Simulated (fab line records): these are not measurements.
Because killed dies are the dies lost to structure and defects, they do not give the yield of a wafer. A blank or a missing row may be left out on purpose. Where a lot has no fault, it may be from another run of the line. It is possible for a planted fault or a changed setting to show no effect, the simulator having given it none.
fab line records ; flow sky130
record: lots: 14; wafers: 42; last_day: 50
route steps=708 shown FIELD_ISO@14 NWELL@34 VT_ADJUST_NCORE@124
lots that met no fault: from a run of the same line without faults
start_h: hours from the record's first day to the start of the lot's first wafer shown ; wait_h: how many hours have passed since the lot's step before this one ; " identical to the entry in the row above ; L1.1+2: one row covering several wafers at once ; - no value present, or no start provided ; * or withheld: withheld ; < > ~ a bound
route shown NAME@n: a module of which the file shows steps, and the number in the route of the first ; usual: mean and standard deviation over wafers with no fault ; same: alike in all rows ; chamber/n: place in a boat ; sites: each site's reading ; _std_site: the values' standard deviation ; _edge_site: mean of outer sites minus mean of inner sites ; radius_mm: for every site, how far away it sits from the centre of the wafer ; mask NAME#n: copy n ; behind: the last tool/chamber to shape the wafer ; hold: why the lot was held/for how many hours/how that ended ; device: names the non-switching transistor (n, p or np) ; end of line: the same wafers' tests at the end of the route ; for a step that has no rows: nothing shown but its recipe ; killed: dies that structure and defects cost at the first sort, which is not the same as the wafer's yield ; map: a wafer's dies, x killed, . not, _ none there
set.NAME: the run value of the setting; set.NAME@STEP: its run value at that earlier step ; model.NAME: the simulator's own value behind a step, which no gauge read
a sample of lots followed through the steps of the route, with each step as a table and each wafer as a row
== steps ==
step: SKY_FIELD_ISO_CD_MEAS_13
recipe: target_cd_nm: 150
usual: cd_nm: 149.9/1.4
lot.wafer;tool;chamber;start_h;wait_h;cd_nm
L418.1;cd_sem-02;-;27.96;-;149.4
L418.4;cd_sem-02;-;27.96;-;148.7
L418.6;cd_sem-02;-;27.96;-;149.4
L420.2;cd_sem-02;-;29.63;-;149.8
L420.3;cd_sem-02;-;29.63;-;150.9
L420.6;cd_sem-02;-;29.63;-;150.6
L421.1;cd_sem-01;-;32.71;-;149.7
L421.4;cd_sem-01;-;32.71;-;149.4
L421.5;cd_sem-01;-;32.71;-;151.0
L422.2;cd_sem-02;-;35.80;-;149.9
L422.3;cd_sem-02;-;35.80;-;149.9
L422.6;cd_sem-02;-;35.80;-;150.5
L423.1;cd_sem-01;-;54.72;-;148.7
L423.5;cd_sem-01;-;54.72;-;148.6
L423.6;cd_sem-01;-;54.72;-;149.7
L426.2;cd_sem-01;-;71.77;-;152.3
L426.5;cd_sem-01;-;71.77;-;150.5
L426.6;cd_sem-01;-;71.77;-;152.2
L428.1;cd_sem-02;-;80.32;-;151.0
L428.3;cd_sem-02;-;80.32;-;151.2
L428.5;cd_sem-02;-;80.32;-;150.7
L431.2;cd_sem-01;-;98.52;-;151.0
L431.3;cd_sem-01;-;98.52;-;148.4
L431.6;cd_sem-01;-;98.52;-;149.6
L432.1;cd_sem-02;-;102.66;-;152.5
L432.3;cd_sem-02;-;102.66;-;152.1
L432.5;cd_sem-02;-;102.66;-;152.6
L435.2;cd_sem-02;-;118.87;-;147.5
L435.3;cd_sem-02;-;118.87;-;148.2
L435.4;cd_sem-02;-;118.87;-;147.1
L436.2;cd_sem-01;-;123.82;-;150.1
L436.3;cd_sem-01;-;123.82;-;150.5
L436.5;cd_sem-01;-;123.82;-;149.8
L438.1;cd_sem-01;-;133.06;-;149.2
L438.4;cd_sem-01;-;133.06;-;149.2
L438.6;cd_sem-01;-;133.06;-;149.3
L439.2;cd_sem-02;-;138.53;-;149.6
L439.3;cd_sem-02;-;138.53;-;148.5
L439.6;cd_sem-02;-;138.53;-;148.3
L440.1;cd_sem-01;-;145.16;-;149.7
L440.5;cd_sem-01;-;145.16;-;151.2
L440.6;cd_sem-01;-;145.16;-;150.5
step: SKY_FIELD_ISO_THK_MEAS_23
recipe: reads: SiO2_of_FIELD_ISO_OXIDATION_22
usual: FIELD_ISO_OXIDATION_01_THK: 10.06/0.21
lot.wafer;tool;chamber;start_h;wait_h;FIELD_ISO_OXIDATION_01_THK[nm]
L418.1;film_metro-03;-;29.80;0.0;10.42
L418.4;film_metro-03;-;29.80;0.0;10.33
L418.6;film_metro-03;-;29.80;0.0;10.49
L420.2;film_metro-01;-;33.12;0.0;9.81
L420.3;film_metro-01;-;33.12;0.0;10.09
L420.6;film_metro-01;-;33.12;0.0;10.17
L421.1;film_metro-03;-;36.55;0.0;10.13
L421.4;film_metro-03;-;36.55;0.0;9.83
L421.5;film_metro-03;-;36.55;0.0;9.95
L422.2;film_metro-01;-;39.43;0.2;9.99
L422.3;film_metro-01;-;39.43;0.2;10.02
L422.6;film_metro-01;-;39.43;0.2;10.04
L423.1;film_metro-01;-;58.53;0.0;9.73
L423.5;film_metro-01;-;58.53;0.0;9.93
L423.6;film_metro-01;-;58.53;0.0;9.93
L426.2;film_metro-04;-;74.22;0.0;10.02
L426.5;film_metro-04;-;74.22;0.0;9.86
L426.6;film_metro-04;-;74.22;0.0;10.07
L428.1;film_metro-04;-;83.72;0.0;10.33
L428.3;film_metro-04;-;83.72;0.0;10.11
L428.5;film_metro-04;-;83.72;0.0;9.94
L431.2;film_metro-01;-;100.66;0.0;10.26
L431.3;film_metro-01;-;100.66;0.0;10.29
L431.6;film_metro-01;-;100.66;0.0;10.14
L432.1;film_metro-03;-;104.52;0.0;10.30
L432.3;film_metro-03;-;104.52;0.0;10.46
L432.5;film_metro-03;-;104.52;0.0;10.27
L435.2;film_metro-03;-;122.82;0.0;10.10
L435.3;film_metro-03;-;122.82;0.0;10.19
L435.4;film_metro-03;-;122.82;0.0;10.08
L436.2;film_metro-04;-;128.69;0.0;10.00
L436.3;film_metro-04;-;128.69;0.0;9.92
L436.5;film_metro-04;-;128.69;0.0;9.88
L438.1;film_metro-03;-;136.47;0.0;10.36
L438.4;film_metro-03;-;136.47;0.0;10.27
L438.6;film_metro-03;-;136.47;0.0;10.33
L439.2;film_metro-01;-;146.46;0.0;9.63
L439.3;film_metro-01;-;146.46;0.0;9.51
L439.6;film_metro-01;-;146.46;0.0;9.67
L440.1;film_metro-03;-;152.06;0.0;9.88
L440.5;film_metro-03;-;152.06;0.0;9.91
L440.6;film_metro-03;-;152.06;0.0;9.84
step: SKY_NWELL_THK_MEAS_02
recipe: reads: SiO2_of_NWELL_OXIDATION_01
usual: NWELL_OXIDATION_THK: 10.02/0.18
lot.wafer;tool;chamber;start_h;wait_h;NWELL_OXIDATION_THK[nm]
L418.1;film_metro-02;-;35.38;0.0;10.18
L418.4;film_metro-02;-;35.38;0.0;10.07
L418.6;film_metro-02;-;35.38;0.0;10.03
L420.2;film_metro-02;-;39.12;0.1;10.25
L420.3;film_metro-02;-;39.12;0.1;10.09
L420.6;film_metro-02;-;39.12;0.1;10.18
L421.1;film_metro-02;-;47.45;0.0;10.11
L421.4;film_metro-02;-;47.45;0.0;10.06
L421.5;film_metro-02;-;47.45;0.0;9.83
L422.2;film_metro-01;-;48.85;0.0;9.84
L422.3;film_metro-01;-;48.85;0.0;9.97
L422.6;film_metro-01;-;48.85;0.0;10.06
L423.1;film_metro-01;-;63.03;0.0;9.88
L423.5;film_metro-01;-;63.03;0.0;9.86
L423.6;film_metro-01;-;63.03;0.0;9.74
L426.2;film_metro-01;-;78.23;0.0;10.37
L426.5;film_metro-01;-;78.23;0.0;10.32
L426.6;film_metro-01;-;78.23;0.0;10.30
L428.1;film_metro-01;-;90.07;0.0;9.99
L428.3;film_metro-01;-;90.07;0.0;10.10
L428.5;film_metro-01;-;90.07;0.0;9.91
L431.2;film_metro-02;-;105.13;0.0;10.14
L431.3;film_metro-02;-;105.13;0.0;10.08
L431.6;film_metro-02;-;105.13;0.0;10.04
L432.1;film_metro-03;-;108.52;0.0;9.76
L432.3;film_metro-03;-;108.52;0.0;10.00
L432.5;film_metro-03;-;108.52;0.0;9.87
L435.2;film_metro-02;-;132.66;0.0;10.25
L435.3;film_metro-02;-;132.66;0.0;10.34
L435.4;film_metro-02;-;132.66;0.0;10.12
L436.2;film_metro-01;-;135.31;0.0;10.19
L436.3;film_metro-01;-;135.31;0.0;10.10
L436.5;film_metro-01;-;135.31;0.0;10.23
L438.1;film_metro-02;-;150.89;0.0;9.73
L438.4;film_metro-02;-;150.89;0.0;9.67
L438.6;film_metro-02;-;150.89;0.0;10.00
L440.1;film_metro-03;-;161.92;0.0;9.99
L440.5;film_metro-03;-;161.92;0.0;9.99
L440.6;film_metro-03;-;161.92;0.0;10.17
L439.2;film_metro-01;-;161.93;0.0;10.28
L439.3;film_metro-01;-;161.93;0.0;10.22
L439.6;film_metro-01;-;161.93;0.0;10.26
step: SKY_VT_ADJUST_NCORE_PEB_05
recipe: temp_c: withheld; time_s: *; resist: NOVOLAK
usual: chill_plate_temp_C: *; exhaust_pa: 45.0/0.95
lot.wafer;tool;chamber;start_h;wait_h;chill_plate_temp_C;exhaust_pa
L418.1;litho_track-04;0;150.11;-;*;44.5
L418.4;litho_track-04;0;150.11;-;*;43.5
L418.6;litho_track-04;0;150.11;-;*;43.8
L420.2;litho_track-03;0;184.30;-;*;45.2
L420.3;litho_track-03;0;184.30;-;*;44.0
L420.6;litho_track-03;0;184.30;-;*;45.0
L421.1;litho_track-04;0;200.41;-;*;45.9
L421.4;litho_track-04;0;200.41;-;*;47.4
L421.5;litho_track-04;0;200.41;-;*;47.1
L422.2;litho_track-01;0;200.89;-;*;44.3
L422.3;litho_track-01;0;200.89;-;*;45.5
L422.6;litho_track-01;0;200.89;-;*;43.3
L423.1;litho_track-04;0;219.11;-;*;44.7
L423.5;litho_track-04;0;219.11;-;*;44.4
L423.6;litho_track-04;0;219.11;-;*;45.0
L426.2;litho_track-04;0;242.98;-;*;44.3
L426.5;litho_track-04;0;242.98;-;*;43.6
L426.6;litho_track-04;0;242.98;-;*;44.9
L428.1;litho_track-04;0;260.66;-;*;44.6
L428.3;litho_track-04;0;260.66;-;*;45.2
L428.5;litho_track-04;0;260.66;-;*;46.1
L431.2;litho_track-01;-;279.94;-;-;-
L431.3;litho_track-01;-;279.94;-;-;-
L431.6;litho_track-01;-;279.94;-;-;-
L432.1;litho_track-01;-;285.66;-;-;-
L432.3;litho_track-01;-;285.66;-;-;-
L432.5;litho_track-01;-;285.66;-;-;-
L435.2;litho_track-01;0;314.44;-;*;46.5
L435.3;litho_track-01;0;314.44;-;*;45.8
L435.4;litho_track-01;0;314.44;-;*;46.3
L436.2;litho_track-04;0;320.38;-;*;44.4
L436.3;litho_track-04;0;320.38;-;*;44.0
L436.5;litho_track-04;0;320.38;-;*;44.0
L438.1;litho_track-01;0;339.86;-;*;45.0
L438.4;litho_track-01;0;339.86;-;*;44.9
L438.6;litho_track-01;0;339.86;-;*;45.4
L440.1;litho_track-04;0;357.66;-;*;44.8
L440.5;litho_track-04;0;357.66;-;*;45.8
L440.6;litho_track-04;0;357.66;-;*;44.7
L439.2;litho_track-01;0;358.64;-;*;43.4
L439.3;litho_track-01;0;358.64;-;*;44.3
L439.6;litho_track-01;0;358.64;-;*;43.9
== key ==
first_sign: step: SKY_VT_ADJUST_NCORE_PEB_05; reading: tool_record; direction: missing
effect none on later readings
met_at SKY_VT_ADJUST_NCORE_PEB_05
struck_lots L431,L432
sort_left_out L431.2,L431.3,L431.6,L432.1,L432.3,L432.5
tester_left_out L431,L432
not_acting_at SKY_FIELD_ISO_CD_MEAS_13,SKY_FIELD_ISO_THK_MEAS_23,SKY_NWELL_THK_MEAS_02
onset_between 200.89 279.94
fault: kind: skipped_step_whole; tool: litho_track-01; chamber: -; onset_h: 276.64; steps: SKY_VT_ADJUST_NCORE_PEB_05; scope: struck_lots_only
tester_left_out: of these lots the tester's yield and bins aren't shown, on N5 and GAA mostly nor the transistor test; their killed dies are dies lost to structure and defects alone, not to doping, threshold or leakage, so they don't give the yield
sort_left_out: the simulated sort isn't trusted on such a fault, so these wafers' sort isn't shown, and their yield isn't known
